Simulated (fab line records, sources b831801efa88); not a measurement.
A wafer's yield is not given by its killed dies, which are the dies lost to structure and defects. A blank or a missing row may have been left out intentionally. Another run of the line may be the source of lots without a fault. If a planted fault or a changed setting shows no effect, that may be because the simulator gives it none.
A lot that was struck, set against a sound lot || flow sky130 || 15 out of 708 route steps
Sound: these wafers, L564.2, L564.5, L564.6. Wafers struck: L584.1, L584.2, L584.4. At the end, the cause is stated.
Each step with rows lists, per side, the tool, then ch with its chambers, then its first start. Under that, the readings that differ: sound wafers || struck wafers || difference of the means || sigmas: that difference in standard deviations of wafers without a fault.
alike: same words and numbers on both sides, and readings whose means sit less than 2 such deviations apart. not compared: any withheld reading, any reading some wafer has no value for, any bound like >300 that may hide the same value, and any number with overlapping values for which the record gives no deviation.
The two part at a step that has a row with sigmas, a row that says differs or no value, or rows on one side only. When numbers do not overlap yet have no deviation, they are printed without sigmas and do not part them. A reading that every wafer of one side lacks parts them only if that side has two wafers or more.

SKY_LDD_HVN_OVL_MEAS_07:
  sound: overlay-01 at day 20 11:07; struck: overlay-02 at day 27 08:22
  alike: LDD_HVN_OVL
following that, these wafers have no rows for 1 step: SKY_LDD_HVN_IMPLANT_08.
SKY_LDD_HVN_STRIP_09: strips in O2/N2.
  sound on plasma asher-04 ch 0,1, day 20 11:17; struck on plasma asher-04 ch 0,1, day 27 08:33
  alike: chamber pressure mTorr, drypump motor current A, o2 flow sccm, oes product au, strip time to endpoint s
  not compared: rf hours counter h
SKY_LDD_HVN_TW_MEAS_10:
  sound: film metro-02 at day 20 11:24; struck: film metro-02 at day 27 08:39
  alike: LDD_HVN_TW
then, 7 steps without rows for these wafers: SKY_LDD_HVP_DEHYDRATE_00 (time 60 s); SKY_LDD_HVP_HMDS_01 (prime time 60 s); SKY_LDD_HVP_COAT_02 (resist thk 300 nm); SKY_LDD_HVP_SOFTBAKE_03 (time 60 s); SKY_LDD_HVP_EXPOSE_04 (exposes mask HVPTM, target cd 700 nm); SKY_LDD_HVP_PEB_05; SKY_LDD_HVP_DEVELOP_06 (develop time 60 s).
SKY_LDD_HVP_OVL_MEAS_07:
  sound: overlay-02 at day 21 18:13; struck: overlay-01 at day 28 12:34
  alike: LDD_HVP_OVL
SKY_LDD_HVP_IMPLANT_08:
  sound on implanter-02 ch 0, day 21 18:16; struck on implanter-02 ch 0, day 28 12:36
{"reading": "dose ions cm2", "sound": "1.7004e+13 1.6995e+13 1.7025e+13", "struck": "1.759e+13 1.7549e+13 1.7563e+13", "difference": "+5.593e+11", "sigmas": "+31"}
SKY_LDD_HVP_STRIP_09: strips in O2/N2.
  sound on plasma asher-03 ch 0,1, day 21 18:23; struck on plasma asher-03 ch 0,1, day 28 12:45
  alike: chamber pressure mTorr, drypump motor current A, o2 flow sccm, oes product au, strip time to endpoint s
  not compared: rf hours counter h
-- the record jumps here: 22 days lie between the struck wafers' starts before and after (it left off in module LDD_HVP and takes up again in module PAD_OPEN, whose first step shown is number 708 of the route) --
SKY_PAD_OPEN_PROBE_99:
  sound: prober-02 at day 46 04:37; struck: prober-01 at day 50 09:29
{"reading": "model.etest.tip_p_5v.rs ohm sq", "sound": "2851 2841 2840", "struck": "2826 2800 2821", "difference": -28, "sigmas": ""}
  alike: killed_at_M0_to_M3, killed_at_M4_up, killed at contacts, killed at front end, killed at other, killed dies, killed open, killed short

WHERE THEY PART
Only at SKY_LDD_HVP_IMPLANT_08, within this record. Later steps at which nothing parts them and some readings are alike: SKY_LDD_HVP_STRIP_09, SKY_PAD_OPEN_PROBE_99.

WHY: the cause the simulator had injected
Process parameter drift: implanter-02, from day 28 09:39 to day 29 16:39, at SKY_LDD_HVP_IMPLANT_08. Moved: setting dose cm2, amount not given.
